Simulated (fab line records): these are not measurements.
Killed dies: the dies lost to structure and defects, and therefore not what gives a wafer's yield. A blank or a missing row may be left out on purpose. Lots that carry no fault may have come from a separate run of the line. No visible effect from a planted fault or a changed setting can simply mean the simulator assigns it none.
2 desks, one fault    flow gf180mcu    only its own numbers are on each desk; what lay behind them is given at the end

## TOOL OWNER'S DESK, implanter-03
The tool's own readings at GF_VT_IMPLANT_IMPLANT_41, given as means over the sampled wafers that have a number, one for each lot that went through this tool. If a lot's mean is further than 4 standard deviations from the usual mean, the lot is out of limits and carries the mark OUT (the distance appears in the brackets).
Columns: A = dose ions cm2 at GF_VT_IMPLANT_IMPLANT_41, usual 1.0133e+12; B = end station pressure torr at GF_VT_IMPLANT_IMPLANT_41, usual 4.97e-06 Torr; C = faraday current uA at GF_VT_IMPLANT_IMPLANT_41, usual 5.71
lot   first seen here  A                     B         C
L897  day 8 00:31      1.0141e+12            5.02e-06  5.73
L898  day 8 10:23      1.0142e+12            4.82e-06  5.65
L899  day 8 15:04      1.0118e+12            4.90e-06  5.68
L902  day 9 15:31      1.0135e+12            5.13e-06  5.75
L911  day 12 02:23     1.0135e+12            4.79e-06  5.78
L912  day 12 08:11     1.0523e+12 (+35) OUT  5.08e-06  5.78
L914  day 13 03:20     1.0532e+12 (+36) OUT  5.20e-06  5.88
This desk's verdict: out of limits on L912, L914, starting with L912 at day 12 08:11 (dose ions cm2 at GF_VT_IMPLANT_IMPLANT_41). L897, L898, L899, L902, L911: within limits.

## THE METROLOGY DESK
What the gauges read, lot by lot, whatever tool the lot ran on: means of the sampled wafers that have a number. If a lot's mean is further than 4 standard deviations from the usual mean, the lot is out of limits and carries the mark OUT (the distance appears in the brackets).
Columns: A = MVSD_OVL at GF_MVSD_OVL_MEAS_07, usual 1.3 nm; B = VT_IMPLANT_4_TW at GF_VT_IMPLANT_TW_MEAS_43, usual 692; C = M1_OVL at GF_M1_OVL_MEAS_15, usual -2 nm; D = V1_W_RS at GF_V1_RS_MEAS_24, usual 0.329 ohm/sq
lot   first seen here  A     B    C    D
L896  day 4 16:08      3.6   695  -0   0.333
L897  day 4 19:54      1.0   692  0    0.328
L898  day 5 03:12      0.9   692  3    0.331
L899  day 5 07:42      2.4   696  1    0.330
L900  day 5 19:21      -0.4  691  3    0.326
L901  day 5 22:22      2.9   691  3    0.329
L902  day 6 04:41      -1.1  690  -5   0.333
L903  day 6 09:43      1.7   693  2    0.337
L906  day 7 04:11      0.9   686  2    0.322
L907  day 7 11:15      0.7   696  -10  0.329
L909  day 7 20:54      1.8   686  -4   0.329
L911  day 8 08:49      2.0   690  -6   0.331
L912  day 8 13:20      2.2   701  2    0.329
L914  day 9 06:06      2.1   703  -6   0.328
This desk's finding: nothing out of limits on any of the 14 lots.

## ALL TOGETHER
On L912, L914, at day 12 08:11, an alarm was possible from the tool owner's desk.
The metrology desk saw nothing out of limits.
The metrology desk holds a record of L912, L914, inside its limits.
The lots listed all ran GF_VT_IMPLANT_IMPLANT_41 on implanter-03.

## WHAT WAS PUT IN BY THE SIMULATOR
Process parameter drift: implanter-03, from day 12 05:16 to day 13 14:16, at GF_VT_IMPLANT_IMPLANT_41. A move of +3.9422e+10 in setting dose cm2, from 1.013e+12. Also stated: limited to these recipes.
Struck lots among those shown: L912, L914.
How many hours passed from the start of the fault until each desk's first out-of-limits reading: the tool owner's desk, 3.
